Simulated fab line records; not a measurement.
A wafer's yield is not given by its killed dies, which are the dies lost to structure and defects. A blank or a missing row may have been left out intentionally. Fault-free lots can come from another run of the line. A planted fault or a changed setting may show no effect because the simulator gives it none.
Problem report in the 8D (eight disciplines) form, filled by code | flow sky130 | the parts of the form that need people (team, actions taken, sign-off) are left out

1. WHAT WENT WRONG
At SKY_CAPM_METAL_ETCH_13, run length s averages 97.5 s over 6 wafers from 2 lots, while fault-free wafers read 90.9 s, standard deviation 0.37. That is +18 standard deviations from the usual mean.
The step: etches TiN in Cl2/BCl3, stops on SiO2, target depth 220 nm, time 62.9 s.
First seen on wafer L775.2, day 41 17:16, on rie metal-03. Wafers with a number at this step in the record: 27, from 9 lots. By rule, "out" or "out of limits" means more than 4 standard deviations away from the usual mean. Any other wafer with a number is counted as sound.

2. WHAT THIS IS AND IS NOT
question                    | is                           | is not
which readings at this step | run length s, oes product au | bias w, drypump motor current A, mfc cl2 sccm
which lots                  | L775, L777                   | L761, L762, L766, L767, L779, L780, L782
which wafers of those lots  | all that have a number       | -
read on which tools         | rie metal-03                 | rie metal-01, rie metal-02
when                        | from day 41 17:16            | up to then (12 sound wafers); but 9 sound wafers of L779, L780, L782 came after

3. SUSPECTS, AND WHAT RULES EACH OUT
Counting: any tool at a process step up to the reading is kept as a suspect provided that every lot that is out went through it and no sound lot did after the first of them.
- rie metal-04 at SKY_METAL2_METAL_ETCH_19 (etches the open film in Cl2/BCl3, stops on SiO2, target depth 360 nm, time 78 s): ruled out as a lasting fault. Sound lots L779, L782 ran on it after its first lot that is out, L775 (day 39 14:00).
- rie metal-03 at SKY_CAPM_METAL_ETCH_13 (etches TiN in Cl2/BCl3, stops on SiO2, target depth 220 nm, time 62.9 s): kept. All lots that are out passed through it, beginning with L775 at day 41 17:16, and no sound lot followed; its final sound lot before that point was L766 at day 38 22:42. Out on those wafers are its own readings of oes product au, run length s.
Left after counting: rie metal-03 at SKY_CAPM_METAL_ETCH_13.

4. THE CAUSE (what the simulator had put in)
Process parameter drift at SKY_CAPM_METAL_ETCH_13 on rie metal-03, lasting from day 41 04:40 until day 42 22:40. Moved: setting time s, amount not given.
After counting, this tool was the only one left.

5. SEQUENCE OF EFFECTS, ordered by route
One row per reading whose mean, taken over the struck wafers that have a number, lies over 3 standard deviations from the usual. Only readings for which the record gives a usual standard deviation are gone through. hours: the time from each lot's start at the first step in this table that gives one to its start at this step, as a median over the lots. sigmas: the change in usual standard deviations.
hours | step                   | reading                  | usual      | on struck wafers | change | sigmas
0     | SKY_CAPM_METAL_ETCH_13 | oes product au           | 0.942 a.u. | 0.887            | -0.055 | -6.8
0     | SKY_CAPM_METAL_ETCH_13 | run length s             | 90.9 s     | 97.5             | +6.6   | +18
0     | SKY_CAPM_METAL_ETCH_13 | throttle valve pct       | 21.900 %   | 21.931           | +0.031 | +3.4
0     | SKY_CAPM_STRIP_14      | strip time to endpoint s | 12.67 s    | 12.45            | -0.22  | -4.9
24    | SKY_METAL3_ETCH_17     | oes product au           | 0.753 a.u. | 0.700            | -0.053 | -7.9
It contains these process steps:
- SKY_CAPM_METAL_ETCH_13: etches TiN in Cl2/BCl3, stops on SiO2, target depth 220 nm, time 62.9 s.
- SKY_CAPM_STRIP_14: strips in O2/N2.
- SKY_METAL3_ETCH_17: etches SiO2 in C4F8/O2/Ar, stops on TiN, time 3.9 s, target depth 15 nm.

6. HOW IT WOULD HAVE BEEN CAUGHT EARLIER
The fault began at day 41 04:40; the first out-of-limits reading in this record came at day 41 17:16, 13 hours later.
